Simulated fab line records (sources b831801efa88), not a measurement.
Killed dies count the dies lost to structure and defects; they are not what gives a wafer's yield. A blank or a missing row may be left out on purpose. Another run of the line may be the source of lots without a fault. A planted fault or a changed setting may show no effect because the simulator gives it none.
The tool behind it: which one? | flow sky130 | 33 wafers sampled from 11 lots at 1 step of a route of 708

WHAT THE GAUGES READ, wafer by wafer
SKY_NWELL_TW_MEAS_15.
lot  | measured     | on            | NWELL_TW
L339 | day 4 22:18  | film-metro-01 | 1860 1863 1848
L341 | day 5 07:49  | film-metro-03 | 1811 1806 1815
L344 | day 6 00:53  | film-metro-01 | 1856 1864 1841
L345 | day 6 08:30  | film-metro-01 | 1849 1838 1854
L349 | day 7 09:20  | film-metro-01 | 1861 1859 1864
L350 | day 7 12:27  | film-metro-03 | 1819 1814 1807
L351 | day 7 16:38  | film-metro-03 | 1804 1815 1802
L352 | day 8 02:25  | film-metro-01 | 1835 1836 1840
L358 | day 10 06:57 | film-metro-03 | 1799 1801 1809
L359 | day 10 16:36 | film-metro-03 | 1804 1808 1797
L360 | day 10 17:29 | film-metro-01 | 1850 1842 1849

WHAT TOOL EACH LOT RAN ON (gives the tool, then ch and the chambers of the sampled wafers, and finally the start)
No process step before these readings appears in the record.

THE ANSWER, worked out from the rows above alone
Rule: the lots themselves supply what counts as usual. Put in order of their means at a reading, lots are off if they are a third of the lots or fewer, leave a main group of 4 or more, and stand apart from it by a gap of 3 or more times the standard deviation of the main group's means; of several such gaps the widest counts. The tables above print the reading to a certain number of digits; a main group whose means all agree to those digits is not used. A lot without any number at a reading at which 4 lots or more have one is off too. The other lots that the step has rows for count as sound.
No lot is off on any of the readings shown, so nothing can be concluded from this.

WHAT WAS PUT IN BY THE SIMULATOR
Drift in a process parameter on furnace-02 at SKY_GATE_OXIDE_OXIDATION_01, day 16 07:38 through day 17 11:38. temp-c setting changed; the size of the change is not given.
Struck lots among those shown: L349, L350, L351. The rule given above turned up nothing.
